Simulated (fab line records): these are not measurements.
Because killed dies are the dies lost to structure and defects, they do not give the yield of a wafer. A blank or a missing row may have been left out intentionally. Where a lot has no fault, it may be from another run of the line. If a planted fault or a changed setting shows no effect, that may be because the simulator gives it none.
fab line records -- flow sky130
[record] lots = 6, wafers = 18, last_day = 49
route steps=708 shown PWDE@54 NWELL@56 PAD_OPEN@708
lots untouched by any fault: they come from a run of this same line in which no faults occurred
start_h: hours from the record's first day to the start of the lot's first wafer shown -- wait_h: hours since the lot's step before -- " as in the row above -- L1.1+2: a row that stands for several wafers -- - no value, or no start given -- * or withheld: withheld -- < > ~ a bound
route shown NAME@n: NAME is a module with steps in the file, n the number in the route of the first one -- usual: mean/standard deviation taken from wafers without a fault -- same: alike in all rows -- chamber/n: place in a boat -- sites: per-site readings -- _std_site: standard deviation across them -- _edge_site: outer sites' mean less inner sites' -- radius_mm: for every site, how far away it sits from the centre of the wafer -- mask NAME#n: copy n -- behind: the tool/chamber that last shaped the wafer -- hold: the reason the lot was held/the length of the hold in hours/how it ended -- device: transistor that didn't switch, given as n, p or np -- end of line: the same wafers' tests at the end of the route -- a step with no rows: only its recipe -- killed: at the first sort, the dies lost to defects and structure; wafer yield is something else -- map: a wafer's dies, marking killed ones x, the rest . and places with no die _
set.NAME: the setting as run; set.NAME@STEP: as run at that earlier step -- model.NAME: the simulator's own value behind a step, which no gauge read
lots at some steps of the route; a table a step, a row a wafer
services: a tool's chamber out of use, with start hour (start_h, from the record's first day; less than 0 if before it), hours out, and reason
[[steps]]
[step SKY_PWDE_STRIP_09]
[recipe] chemistry = O2/N2, power_w = 1400, pressure_mtorr = 1500, platen_temp_c = withheld, o2_flow_sccm = 3000, n2_flow_sccm = 300, overash_fraction = 0.5
[usual] drypump_motor_current_A = 5.6/0.45, oes_product_au = 0.722/0.0039, strip_time_to_endpoint_s = 36.90/0.11
lot.wafer,tool,chamber,start_h,wait_h,drypump_motor_current_A,oes_product_au,rf_hours_counter_h,strip_time_to_endpoint_s
L187.3,plasma_asher-01,0,76.49,0.1,5.5,0.728,-,36.91
L187.4,plasma_asher-01,1,76.49,0.1,6.1,0.720,-,36.91
L187.5,plasma_asher-01,1,76.49,0.1,6.1,0.728,-,36.79
L189.1,plasma_asher-01,1,91.66,0.1,6.1,0.721,39,36.92
L189.3,plasma_asher-01,1,91.66,0.1,6.1,0.717,-,36.81
L189.5,plasma_asher-01,0,91.66,0.1,5.5,0.724,-,36.89
L199.1,plasma_asher-02,0,141.49,0.1,6.0,0.719,2,36.85
L199.5,plasma_asher-02,1,141.49,0.1,4.9,0.720,-,36.79
L199.6,plasma_asher-02,0,141.49,0.1,6.0,0.723,-,36.80
L198.4,plasma_asher-01,1,141.64,0.1,6.1,0.716,-,36.73
L198.5,plasma_asher-01,1,141.64,0.1,6.1,0.720,-,36.90
L198.6,plasma_asher-01,0,141.64,0.1,5.5,0.716,-,36.90
L200.2,plasma_asher-02,0,145.99,0.1,6.0,0.722,3,37.00
L200.4,plasma_asher-02,1,145.99,0.1,4.9,0.721,-,36.90
L200.5,plasma_asher-02,0,145.99,0.1,6.0,0.725,-,36.99
L202.3,plasma_asher-04,1,158.73,0.1,5.3,0.719,-,37.01
L202.4,plasma_asher-04,0,158.73,0.1,5.7,0.724,-,36.99
L202.5,plasma_asher-04,1,158.73,0.1,5.3,0.716,-,36.98
[step SKY_PWDE_TW_MEAS_10]
[usual] PWDE_TW = 374.3/1.9
lot.wafer,tool,chamber,start_h,wait_h,PWDE_TW
L187.3,film_metro-02,-,76.58,0.1,374.2
L187.4,film_metro-02,-,76.58,0.1,376.6
L187.5,film_metro-02,-,76.58,0.1,376.3
L189.1,film_metro-02,-,91.76,0.1,375.6
L189.3,film_metro-02,-,91.76,0.1,375.4
L189.5,film_metro-02,-,91.76,0.1,377.7
L199.1,film_metro-01,-,141.59,0.1,371.8
L199.5,film_metro-01,-,141.59,0.1,372.8
L199.6,film_metro-01,-,141.59,0.1,373.5
L198.4,film_metro-04,-,141.74,0.1,371.9
L198.5,film_metro-04,-,141.74,0.1,372.7
L198.6,film_metro-04,-,141.74,0.1,371.6
L200.2,film_metro-02,-,146.10,0.1,375.2
L200.4,film_metro-02,-,146.10,0.1,373.5
L200.5,film_metro-02,-,146.10,0.1,375.8
L202.3,film_metro-04,-,158.81,0.1,374.6
L202.4,film_metro-04,-,158.81,0.1,374.7
L202.5,film_metro-04,-,158.81,0.1,370.7
[step SKY_NWELL_DEHYDRATE_03]
[recipe] temp_c = 200, time_s = 60
[step SKY_NWELL_HMDS_04]
[recipe] prime_time_s = 60, prime_temp_c = 120
[step SKY_NWELL_COAT_05]
[recipe] spin_rpm = 2000, resist_thk_nm = 3000
[step SKY_NWELL_SOFTBAKE_06]
[recipe] temp_c = 110, time_s = withheld
[step SKY_NWELL_EXPOSE_07]
[recipe] mask_id = NWM, na = 0.6, source_shape = conventional, sigma_outer = 0.6, polarization = unpolarized, target_cd_nm = 840, dose_mj = 255
[step SKY_NWELL_PEB_08]
[recipe] temp_c = 115, time_s = withheld
[step SKY_NWELL_DEVELOP_09]
[recipe] wall_angle_deg = 90, developer = TMAH, develop_time_s = 60, dev_temp_c = 23
[step SKY_NWELL_OVL_MEAS_10]
[usual] NWELL_00_OVL = -0.3/1.4
lot.wafer,tool,chamber,start_h,wait_h,NWELL_00_OVL[nm]
L187.3,overlay-02,-,93.64,-,-1.8
L187.4,overlay-02,-,93.64,-,0.2
L187.5,overlay-02,-,93.64,-,-2.1
L189.1,overlay-02,-,109.37,-,-4.3
L189.3,overlay-02,-,109.37,-,-1.8
L189.5,overlay-02,-,109.37,-,-2.4
L199.1,overlay-02,-,160.02,-,-3.7
L199.5,overlay-02,-,160.02,-,-0.5
L199.6,overlay-02,-,160.02,-,-1.5
L198.4,overlay-02,-,161.15,-,1.7
L198.5,overlay-02,-,161.15,-,1.3
L198.6,overlay-02,-,161.15,-,3.2
L200.2,overlay-01,-,165.69,-,-0.8
L200.4,overlay-01,-,165.69,-,-1.8
L200.5,overlay-01,-,165.69,-,-1.2
L202.3,overlay-01,-,180.08,-,-2.9
L202.4,overlay-01,-,180.08,-,-2.2
L202.5,overlay-01,-,180.08,-,-1.8
[step SKY_NWELL_IMPLANT_11]
[recipe] species = P, energy_kev = 400, dose_cm2 = 1.9e+13, tilt_deg = withheld
[step SKY_NWELL_IMPLANT_12]
[recipe] species = P, energy_kev = 120, dose_cm2 = 1.3e+12, tilt_deg = withheld
[step SKY_NWELL_IMPLANT_13]
[recipe] species = P, energy_kev = 50, dose_cm2 = 7e+11, tilt_deg = withheld
[usual] dose_ions_cm2 = 7e+11/7.7e+08, end_station_pressure_torr = 5.02e-06/2.5e-07, faraday_current_uA = 3.94/0.071
lot.wafer,tool,chamber,start_h,wait_h,dose_ions_cm2,end_station_pressure_torr,faraday_current_uA
L187.3,implanter-01,0,94.02,0.1,6.997e+11,4.59e-06,4.00
L187.4,implanter-01,0,94.02,0.1,7.009e+11,5.51e-06,3.97
L187.5,implanter-01,0,94.02,0.1,7.006e+11,5.41e-06,3.95
L189.1,implanter-04,0,109.71,0.1,6.999e+11,4.83e-06,3.95
L189.3,implanter-04,0,109.71,0.1,7.013e+11,4.92e-06,3.99
L189.5,implanter-04,0,109.71,0.1,7.022e+11,4.91e-06,3.86
L199.1,implanter-01,0,160.36,0.1,5.334e+11,4.86e-06,2.94
L199.5,implanter-01,0,160.36,0.1,5.319e+11,5.21e-06,2.98
L199.6,implanter-01,0,160.36,0.1,5.323e+11,4.85e-06,2.91
L198.4,implanter-03,0,161.54,0.1,7e+11,4.8e-06,4.00
L198.5,implanter-03,0,161.54,0.1,6.992e+11,4.96e-06,3.82
L198.6,implanter-03,0,161.54,0.1,7.005e+11,4.84e-06,4.01
L200.2,implanter-01,0,166.04,0.1,5.314e+11,5.23e-06,3.00
L200.4,implanter-01,0,166.04,0.1,5.324e+11,5.14e-06,2.97
L200.5,implanter-01,0,166.04,0.1,5.333e+11,5.01e-06,2.96
L202.3,implanter-04,0,180.46,0.1,7.009e+11,4.53e-06,3.91
L202.4,implanter-04,0,180.46,0.1,7.007e+11,4.98e-06,3.95
L202.5,implanter-04,0,180.46,0.1,7e+11,4.92e-06,3.77
[step SKY_NWELL_STRIP_14]
[recipe] chemistry = O2/N2, power_w = 1400, pressure_mtorr = 1500, platen_temp_c = withheld, o2_flow_sccm = 3000, n2_flow_sccm = 300, overash_fraction = 0.5
[usual] drypump_motor_current_A = 5.68/0.29, oes_product_au = 0.723/0.0045, strip_time_to_endpoint_s = 36.89/0.089
lot.wafer,tool,chamber,start_h,wait_h,drypump_motor_current_A,oes_product_au,rf_hours_counter_h,strip_time_to_endpoint_s
L187.3,plasma_asher-01,0,94.15,0.1,5.51,0.721,-,36.91
L187.4,plasma_asher-01,1,94.15,0.1,6.11,0.723,-,36.78
L187.5,plasma_asher-01,1,94.15,0.1,6.08,0.727,-,36.70
L189.1,plasma_asher-04,1,109.86,0.1,5.33,0.721,41,36.92
L189.3,plasma_asher-04,1,109.86,0.1,5.39,0.714,-,36.97
L189.5,plasma_asher-04,1,109.86,0.1,5.34,0.723,-,36.87
L199.1,plasma_asher-04,1,160.51,0.1,5.34,0.731,46,36.78
L199.5,plasma_asher-04,1,160.51,0.1,5.34,0.724,-,36.83
L199.6,plasma_asher-04,0,160.51,0.1,5.58,0.717,-,36.80
L198.4,plasma_asher-01,0,161.65,0.1,5.50,0.718,-,36.98
L198.5,plasma_asher-01,1,161.65,0.1,6.14,0.714,-,36.99
L198.6,plasma_asher-01,0,161.65,0.1,5.50,0.721,-,36.95
L200.2,plasma_asher-01,1,166.17,0.1,6.11,0.713,47,36.94
L200.4,plasma_asher-01,1,166.17,0.1,6.11,0.728,-,36.85
L200.5,plasma_asher-01,0,166.17,0.1,5.49,0.724,-,37.00
L202.3,plasma_asher-04,1,180.59,0.1,5.34,0.729,-,36.95
L202.4,plasma_asher-04,0,180.59,0.1,5.65,0.728,-,37.11
L202.5,plasma_asher-04,1,180.59,0.1,5.33,0.726,-,37.03
[step SKY_NWELL_TW_MEAS_15]
[usual] NWELL_TW = 1824/7.6
lot.wafer,tool,chamber,start_h,wait_h,NWELL_TW
L187.3,film_metro-04,-,94.24,0.1,1822
L187.4,film_metro-04,-,94.24,0.1,1818
L187.5,film_metro-04,-,94.24,0.1,1825
L189.1,film_metro-04,-,109.96,0.1,1810
L189.3,film_metro-04,-,109.96,0.1,1819
L189.5,film_metro-04,-,109.96,0.1,1825
L199.1,film_metro-01,-,160.61,0.1,1827
L199.5,film_metro-01,-,160.61,0.1,1815
L199.6,film_metro-01,-,160.61,0.1,1829
L198.4,film_metro-01,-,161.75,0.1,1816
L198.5,film_metro-01,-,161.75,0.1,1828
L198.6,film_metro-01,-,161.75,0.1,1814
L200.2,film_metro-04,-,166.28,0.1,1815
L200.4,film_metro-04,-,166.28,0.1,1813
L200.5,film_metro-04,-,166.28,0.1,1806
L202.3,film_metro-04,-,180.68,0.1,1818
L202.4,film_metro-04,-,180.68,0.1,1820
L202.5,film_metro-04,-,180.68,0.1,1825
[step SKY_NWELL_DEHYDRATE_16]
[recipe] temp_c = 200, time_s = 60
[step SKY_NWELL_HMDS_17]
[recipe] prime_time_s = 60, prime_temp_c = 120
[step SKY_NWELL_COAT_18]
[recipe] spin_rpm = 2000, resist_thk_nm = 3000
[step SKY_NWELL_SOFTBAKE_19]
[recipe] temp_c = 110, time_s = withheld
[step SKY_NWELL_EXPOSE_20]
[recipe] mask_id = NWM_COMPLEMENT, na = 0.6, source_shape = conventional, sigma_outer = 0.6, polarization = unpolarized, target_cd_nm = 840, dose_mj = 260
[step SKY_NWELL_PEB_21]
[recipe] temp_c = 115, time_s = withheld
[step SKY_NWELL_DEVELOP_22]
[recipe] wall_angle_deg = 90, developer = TMAH, develop_time_s = 60, dev_temp_c = 23
[step SKY_NWELL_OVL_MEAS_23]
[usual] NWELL_01_OVL = 0.2/1.6
lot.wafer,tool,chamber,start_h,wait_h,NWELL_01_OVL[nm]
L187.3,overlay-02,-,111.09,-,2.1
L187.4,overlay-02,-,111.09,-,2.6
L187.5,overlay-02,-,111.09,-,1.7
L189.1,overlay-01,-,128.57,-,-0.3
L189.3,overlay-01,-,128.57,-,-1.6
L189.5,overlay-01,-,128.57,-,-3.4
L199.1,overlay-01,-,181.57,-,-1.7
L199.5,overlay-01,-,181.57,-,-2.2
L199.6,overlay-01,-,181.57,-,-2.6
L198.4,overlay-02,-,183.44,-,3.5
L198.5,overlay-02,-,183.44,-,0.9
L198.6,overlay-02,-,183.44,-,2.1
L200.2,overlay-01,-,188.14,-,0.0
L200.4,overlay-01,-,188.14,-,0.2
L200.5,overlay-01,-,188.14,-,-0.8
L202.3,overlay-01,-,202.88,-,-2.1
L202.4,overlay-01,-,202.88,-,0.6
L202.5,overlay-01,-,202.88,-,-0.9
[step SKY_NWELL_IMPLANT_24]
[recipe] species = B, energy_kev = 140, dose_cm2 = 9.2e+12, tilt_deg = withheld
[step SKY_NWELL_STRIP_25]
[recipe] chemistry = O2/N2, power_w = 1400, pressure_mtorr = 1500, platen_temp_c = withheld, o2_flow_sccm = 3000, n2_flow_sccm = 300, overash_fraction = 0.5
[usual] drypump_motor_current_A = 5.70/0.28, oes_product_au = 0.723/0.0047, strip_time_to_endpoint_s = 36.90/0.1
lot.wafer,tool,chamber,start_h,wait_h,drypump_motor_current_A,oes_product_au,rf_hours_counter_h,strip_time_to_endpoint_s
L187.3,plasma_asher-01,1,111.30,0.1,6.10,0.723,-,36.97
L187.4,plasma_asher-01,0,111.30,0.1,5.49,0.722,-,36.93
L187.5,plasma_asher-01,0,111.30,0.1,5.50,0.723,-,36.94
L189.1,plasma_asher-04,1,128.76,0.1,5.40,0.713,43,37.04
L189.3,plasma_asher-04,0,128.76,0.1,5.68,0.719,-,36.91
L189.5,plasma_asher-04,0,128.76,0.1,5.66,0.723,-,36.93
L199.1,plasma_asher-04,1,181.76,0.1,5.32,0.721,48,36.89
L199.5,plasma_asher-04,0,181.76,0.1,5.63,0.734,-,36.77
L199.6,plasma_asher-04,1,181.76,0.1,5.30,0.717,-,36.79
L198.4,plasma_asher-01,0,183.64,0.1,5.49,0.727,-,37.04
L198.5,plasma_asher-01,0,183.64,0.1,5.49,0.729,-,37.01
L198.6,plasma_asher-01,1,183.64,0.1,6.05,0.727,-,36.89
L200.2,plasma_asher-03,1,188.32,0.1,5.98,0.717,37,37.03
L200.4,plasma_asher-03,1,188.32,0.1,5.95,0.718,-,37.03
L200.5,plasma_asher-03,0,188.32,0.1,5.45,0.730,-,36.93
L202.3,plasma_asher-03,1,203.09,0.1,5.97,0.726,-,37.00
L202.4,plasma_asher-03,0,203.09,0.1,5.48,0.725,-,36.85
L202.5,plasma_asher-03,1,203.09,0.1,5.96,0.719,-,36.94
[step SKY_NWELL_TW_MEAS_26]
[usual] NWELL_2_TW = 497.8/2.3
lot.wafer,tool,chamber,start_h,wait_h,NWELL_2_TW
L187.3,film_metro-04,-,111.39,0.1,499.4
L187.4,film_metro-04,-,111.39,0.1,501.8
L187.5,film_metro-04,-,111.39,0.1,497.6
L189.1,film_metro-01,-,128.86,0.1,495.0
L189.3,film_metro-01,-,128.86,0.1,493.0
L189.5,film_metro-01,-,128.86,0.1,496.7
L199.1,film_metro-02,-,181.86,0.1,502.3
L199.5,film_metro-02,-,181.86,0.1,503.3
L199.6,film_metro-02,-,181.86,0.1,501.5
L198.4,film_metro-01,-,183.74,0.1,497.8
L198.5,film_metro-01,-,183.74,0.1,498.3
L198.6,film_metro-01,-,183.74,0.1,496.6
L200.2,film_metro-02,-,188.43,0.1,502.8
L200.4,film_metro-02,-,188.43,0.1,504.1
L200.5,film_metro-02,-,188.43,0.1,503.2
L202.3,film_metro-01,-,203.17,0.1,499.8
L202.4,film_metro-01,-,203.17,0.1,496.4
L202.5,film_metro-01,-,203.17,0.1,496.6
[step SKY_NWELL_CLEAN_27]
[recipe] chemistry = SC1/SC2, mix = 1:4:20, temp_c = 70, time_s = 150, dry = n2_spin
[step SKY_NWELL_RTA_28]
[recipe] temp_c = 1050, time_s = 30, idle_temp_c = 650, ramp_up_c_per_s = 150, ramp_down_c_per_s = 90, ambient = N2
[usual] lamp_power_pct = 25.30/0.056, wafer_temp_C_max = 1054.9/1.1
lot.wafer,tool,chamber,start_h,wait_h,lamp_power_pct,wafer_temp_C_max
L187.3,rtp_anneal-01,0,111.51,0.0,25.30,1054.0
L187.4,rtp_anneal-01,0,111.51,0.0,25.36,1055.1
L187.5,rtp_anneal-01,0,111.51,0.0,25.33,1055.0
L189.1,rtp_anneal-01,0,128.97,0.0,25.34,1054.9
L189.3,rtp_anneal-01,0,128.97,0.0,25.38,1054.6
L189.5,rtp_anneal-01,0,128.97,0.0,25.28,1056.1
L199.1,rtp_anneal-01,0,181.97,0.0,25.30,1053.2
L199.5,rtp_anneal-01,0,181.97,0.0,25.39,1056.1
L199.6,rtp_anneal-01,0,181.97,0.0,25.27,1055.0
L198.4,rtp_anneal-02,0,183.87,0.1,25.34,1054.9
L198.5,rtp_anneal-02,0,183.87,0.1,25.20,1055.5
L198.6,rtp_anneal-02,0,183.87,0.1,25.34,1057.0
L200.2,rtp_anneal-01,0,188.57,0.0,25.27,1055.6
L200.4,rtp_anneal-01,0,188.57,0.0,25.31,1053.8
L200.5,rtp_anneal-01,0,188.57,0.0,25.29,1053.8
L202.3,rtp_anneal-02,0,203.30,0.0,25.30,1054.1
L202.4,rtp_anneal-02,0,203.30,0.0,25.18,1055.2
L202.5,rtp_anneal-02,0,203.30,0.0,25.23,1057.0
[step SKY_NWELL_RS_MEAS_29]
[recipe] thk_meas_gauge = four-point-probe
[usual] NWELL_RS = 624.3/1.6
lot.wafer,tool,chamber,start_h,wait_h,NWELL_RS[ohm/sq]
L187.3,film_metro-01,-,111.62,0.1,621.9
L187.4,film_metro-01,-,111.62,0.1,623.5
L187.5,film_metro-01,-,111.62,0.1,621.4
L189.1,film_metro-01,-,129.07,0.1,626.0
L189.3,film_metro-01,-,129.07,0.1,627.6
L189.5,film_metro-01,-,129.07,0.1,626.5
L199.1,film_metro-04,-,182.17,0.2,629.9
L199.5,film_metro-04,-,182.17,0.2,630.2
L199.6,film_metro-04,-,182.17,0.2,630.4
L198.4,film_metro-02,-,183.98,0.1,624.5
L198.5,film_metro-02,-,183.98,0.1,622.9
L198.6,film_metro-02,-,183.98,0.1,623.4
L200.2,film_metro-04,-,188.75,0.2,628.3
L200.4,film_metro-04,-,188.75,0.2,629.6
L200.5,film_metro-04,-,188.75,0.2,629.7
L202.3,film_metro-02,-,203.41,0.1,622.1
L202.4,film_metro-02,-,203.41,0.1,624.4
L202.5,film_metro-02,-,203.41,0.1,623.7
[step SKY_PAD_OPEN_PROBE_99]
[usual] killed_at_M0_to_M3 = 44/6.9, killed_at_M4_up = 3.1/1.7, killed_at_contacts = 25/5.6, killed_at_front_end = 14/4.3, killed_at_other = 0.3/0.51, killed_dies = 86/9.8, killed_on_rim = 17/3.8, killed_open = 47/6.5, killed_short = 39/6.6
[same] gross_dies = 492, killed_at_back_side = 0
lot.wafer,tool,chamber,start_h,wait_h,killed_at_M0_to_M3,killed_at_M4_up,killed_at_contacts,killed_at_front_end,killed_at_other,killed_dies,killed_on_rim,killed_open,killed_short,model.etest.pfet_g5v0d10v5.drive_ua_um,model.etest.pfet_01v8_lvt.drive_ua_um,model.etest.pfet_g5v0d10v5.off_log10_a_um,model.etest.pfet_01v8_lvt.off_log10_a_um,model.etest.pfet_g5v0d10v5.vt_sat_v,model.etest.pfet_16v.vt_v,model.etest.pfet_g5v0d10v5.vt_v,model.etest.pfet_g5v0d10v5.vt_long_v
L187.3,prober-01,-,1102.97,0.2,44,9,32,18,0,103,16,56,47,337.2,177.1,-12.29,-8.603,-0.5947,-1.068,-0.8037,-0.9071
L187.4,prober-01,-,1103.02,0.2,51,3,27,11,0,92,16,46,46,337.8,175,-12.11,-8.557,-0.5967,-1.074,-0.8058,-0.9101
L187.5,prober-01,-,1103.07,0.2,41,2,33,14,0,90,16,46,44,339.9,175.6,-12.13,-8.742,-0.6069,-1.068,-0.8126,-0.9042
L189.1,prober-02,-,1120.67,0.1,51,2,32,14,0,99,19,50,49,342.7,170.3,-12.45,-8.734,-0.6156,-1.079,-0.8204,-0.9173
L189.3,prober-02,-,1120.77,0.2,41,4,19,16,0,80,11,48,32,346.2,173.2,-12.34,-8.712,-0.6241,-1.078,-0.8304,-0.9194
L189.5,prober-02,-,1120.87,0.2,47,6,18,13,0,84,15,46,38,345.2,173.5,-12.12,-8.691,-0.6075,-1.071,-0.8145,-0.9122
L199.1,prober-02,-,1166.47,0.1,50,2,30,14,1,97,21,51,46,351.9,183.2,-11.24,-8.304,-0.5114,-1.007,-0.7405,-0.8534
L199.5,prober-02,-,1166.67,0.2,43,5,22,6,1,77,17,38,39,347.8,181.6,-11.31,-8.201,-0.5168,-1.006,-0.7396,-0.8506
L199.6,prober-02,-,1166.72,0.2,44,3,28,10,1,86,16,52,34,344.9,180.5,-11.27,-8.37,-0.5212,-1.015,-0.7458,-0.8674
L198.4,prober-01,-,1167.19,0.2,44,4,26,18,0,92,19,54,38,340.7,177.8,-12.68,-9.226,-0.6561,-1.109,-0.837,-0.9331
L198.5,prober-01,-,1167.24,0.2,36,3,32,15,0,86,13,44,42,342.4,174.1,-12.77,-9.381,-0.6498,-1.113,-0.8294,-0.9389
L198.6,prober-01,-,1167.29,0.2,51,4,29,14,0,98,16,52,46,341.4,176.6,-12.77,-9.238,-0.656,-1.116,-0.8401,-0.9405
L200.2,prober-02,-,1172.92,0.1,45,1,21,12,0,79,19,36,43,359.2,181.7,-11.63,-8.542,-0.5601,-1.036,-0.7718,-0.8838
L200.4,prober-02,-,1173.02,0.2,40,5,27,12,0,84,13,45,39,358.7,180,-11.79,-8.566,-0.5618,-1.029,-0.7741,-0.8709
L200.5,prober-02,-,1173.07,0.2,41,2,23,15,0,81,18,47,34,362.3,182.1,-11.7,-8.556,-0.5539,-1.029,-0.7649,-0.8692
L202.3,prober-02,-,1181.87,0.2,43,2,34,13,0,92,18,52,40,347.6,174.2,-12.36,-8.708,-0.6209,-1.105,-0.8092,-0.924
L202.4,prober-02,-,1181.92,0.2,45,6,22,16,0,89,20,45,44,347.5,172.6,-12.46,-8.911,-0.6256,-1.098,-0.8153,-0.9255
L202.5,prober-02,-,1181.97,0.2,47,6,16,13,0,82,15,42,40,343.2,172.2,-12.47,-8.73,-0.6319,-1.098,-0.8232,-0.9247
// killed by level:class
L187.3 CONTACT:geometric_particle:open=12 VIA1:geometric_particle:open=12 VIA3:geometric_particle:open=10 FIELD_ISO:geometric_particle:short=7 LI_CONTACT:geometric_particle:open=7 CONTACT:geometric_particle:short=7 POLY_GATE:geometric_particle:short=6 METAL4:geometric_particle:short=6
L187.4 CONTACT:geometric_particle:open=11 VIA1:geometric_particle:open=10 VIA2:geometric_particle:open=8 METAL2:geometric_particle:short=7 FIELD_ISO:geometric_particle:short=6 VIA2:geometric_particle:short=5 VIA3:geometric_particle:open=5 LI_CONTACT:geometric_particle:short=4
L187.5 CONTACT:geometric_particle:open=15 METAL1:geometric_particle:short=9 VIA1:geometric_particle:open=8 CONTACT:geometric_particle:short=6 VIA1:geometric_particle:short=6 FIELD_ISO:geometric_particle:open=5 LOCAL_INTERCONNECT:geometric_particle:short=5 VIA2:geometric_particle:open=5
L189.1 VIA1:geometric_particle:open=11 LI_CONTACT:geometric_particle:open=11 METAL1:geometric_particle:short=8 VIA3:geometric_particle:open=8 CONTACT:geometric_particle:open=7 VIA1:geometric_particle:short=7 METAL2:geometric_particle:short=6 LOCAL_INTERCONNECT:geometric_particle:short=6
L189.3 CONTACT:geometric_particle:open=11 VIA1:geometric_particle:open=11 METAL2:geometric_particle:short=9 POLY_GATE:geometric_particle:short=6 LI_CONTACT:geometric_particle:open=6 VIA1:geometric_particle:short=5 SPACER:geometric_particle:open=5 METAL2:geometric_particle:open=5
L189.5 METAL1:geometric_particle:short=9 LI_CONTACT:geometric_particle:open=8 METAL1:geometric_particle:open=7 CONTACT:geometric_particle:open=6 VIA1:geometric_particle:open=6 POLY_GATE:geometric_particle:short=5 VIA1:geometric_particle:short=5 METAL2:geometric_particle:short=5
L199.1 LI_CONTACT:geometric_particle:open=10 VIA3:geometric_particle:open=10 VIA1:geometric_particle:open=8 CONTACT:geometric_particle:open=7 METAL2:geometric_particle:short=6 LOCAL_INTERCONNECT:geometric_particle:short=5 CONTACT:geometric_particle:short=5 METAL1:geometric_particle:short=5
L199.5 CONTACT:geometric_particle:open=8 VIA1:geometric_particle:open=7 VIA3:geometric_particle:short=7 CONTACT:geometric_particle:short=6 VIA1:geometric_particle:short=6 VIA3:geometric_particle:open=6 METAL1:geometric_particle:short=5 VIA2:geometric_particle:open=5
L199.6 CONTACT:geometric_particle:open=15 VIA1:geometric_particle:open=13 LI_CONTACT:geometric_particle:open=7 VIA2:geometric_particle:open=7 VIA2:geometric_particle:short=5 VIA1:geometric_particle:short=4 POLY_GATE:geometric_particle:short=3 CONTACT:geometric_particle:short=3
L198.4 CONTACT:geometric_particle:open=13 VIA1:geometric_particle:open=12 FIELD_ISO:geometric_particle:open=9 METAL1:geometric_particle:short=8 CONTACT:geometric_particle:short=6 VIA1:geometric_particle:short=5 LI_CONTACT:geometric_particle:open=4 VIA2:geometric_particle:open=4
L198.5 CONTACT:geometric_particle:open=13 CONTACT:geometric_particle:short=11 FIELD_ISO:geometric_particle:open=6 VIA2:geometric_particle:short=6 METAL1:geometric_particle:short=5 LI_CONTACT:geometric_particle:open=5 VIA3:geometric_particle:open=4 FIELD_ISO:geometric_particle:short=3
L198.6 VIA1:geometric_particle:open=12 VIA2:geometric_particle:open=9 CONTACT:geometric_particle:open=8 VIA1:geometric_particle:short=8 LI_CONTACT:geometric_particle:open=6 METAL1:geometric_particle:short=6 LOCAL_INTERCONNECT:geometric_particle:short=5 CONTACT:geometric_particle:short=5
L200.2 LI_CONTACT:geometric_particle:open=10 METAL2:geometric_particle:short=9 VIA1:geometric_particle:open=8 POLY_GATE:geometric_particle:short=7 METAL1:geometric_particle:short=6 CONTACT:geometric_particle:open=5 VIA3:geometric_particle:open=5 VIA2:geometric_particle:open=4
L200.4 VIA1:geometric_particle:open=14 CONTACT:geometric_particle:open=10 LI_CONTACT:geometric_particle:open=7 POLY_GATE:geometric_particle:open=4 LOCAL_INTERCONNECT:geometric_particle:short=4 CONTACT:geometric_particle:short=4 VIA1:geometric_particle:short=4 VIA2:geometric_particle:short=4
L200.5 VIA1:geometric_particle:open=11 LI_CONTACT:geometric_particle:open=9 CONTACT:geometric_particle:open=9 VIA2:geometric_particle:open=8 METAL1:geometric_particle:short=6 FIELD_ISO:geometric_particle:open=5 VIA1:geometric_particle:short=5 POLY_GATE:geometric_particle:short=4
L202.3 CONTACT:geometric_particle:open=14 VIA1:geometric_particle:open=10 VIA2:geometric_particle:open=9 LI_CONTACT:geometric_particle:short=6 LOCAL_INTERCONNECT:geometric_particle:short=5 METAL2:geometric_particle:short=5 VIA3:geometric_particle:open=4 CONTACT:geometric_particle:short=4
L202.4 VIA1:geometric_particle:open=10 FIELD_ISO:geometric_particle:open=7 VIA1:geometric_particle:short=7 CONTACT:geometric_particle:open=6 POLY_GATE:geometric_particle:short=5 LI_CONTACT:geometric_particle:open=5 METAL1:geometric_particle:short=5 VIA2:geometric_particle:short=5
L202.5 VIA1:geometric_particle:open=10 VIA2:geometric_particle:open=6 VIA3:geometric_particle:open=6 METAL4:geometric_particle:short=6 CONTACT:geometric_particle:short=5 METAL1:geometric_particle:short=5 METAL2:geometric_particle:short=5 METAL3:geometric_particle:short=5
[[services]]
tool,chamber,start_h,hours,kind
implanter-03,-,59.91,3.3,pm
plasma_asher-04,-,67.18,3.2,repair
implanter-04,-,80.06,1.2,repair
implanter-03,-,104.06,4.5,pm
plasma_asher-02,-,108.75,9.0,pm
plasma_asher-02,0,108.75,9.0,vent_cycle
plasma_asher-02,1,108.75,9.0,vent_cycle
plasma_asher-02,0,117.75,-,clean
plasma_asher-02,1,117.75,-,clean
implanter-01,-,153.37,4.5,pm
rtp_anneal-01,-,160.93,6.4,pm
implanter-01,-,184.47,11.2,pm
[[key]]
[first_sign] step = SKY_NWELL_IMPLANT_13, reading = dose_ions_cm2, direction = down, sigmas = 99+, usual = *, struck = *
[effect] step = SKY_NWELL_IMPLANT_13, reading = faraday_current_uA, direction = down, sigmas = 14, usual = 3.94, struck = 2.96
[effect] step = SKY_NWELL_RS_MEAS_29, reading = NWELL_RS, direction = up, sigmas = 3.3, usual = 624.3, struck = 629.7
[model_effect] step = SKY_PAD_OPEN_PROBE_99, value = etest.pfet_g5v0d10v5.drive_ua_um, without = 345.8, struck = 354.1
met_at SKY_NWELL_IMPLANT_13
struck_wafers L199.1,L199.5,L199.6,L200.2,L200.4,L200.5
tester_left_out L199,L200
onset_between 94.02 160.36
[fault] kind = process_parameter_drift, tool = implanter-01, chamber = -, onset_h = 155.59, steps = SKY_NWELL_IMPLANT_13, channel = dose_cm2, offset = *, shape = step, end_h = 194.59, acts_in = *, stated = *
// tester_left_out: of these lots the tester's yield and bins aren't shown, on N5 and GAA mostly nor the transistor test; their killed dies are dies lost to structure and defects alone, not to doping, threshold or leakage, so they don't give the yield
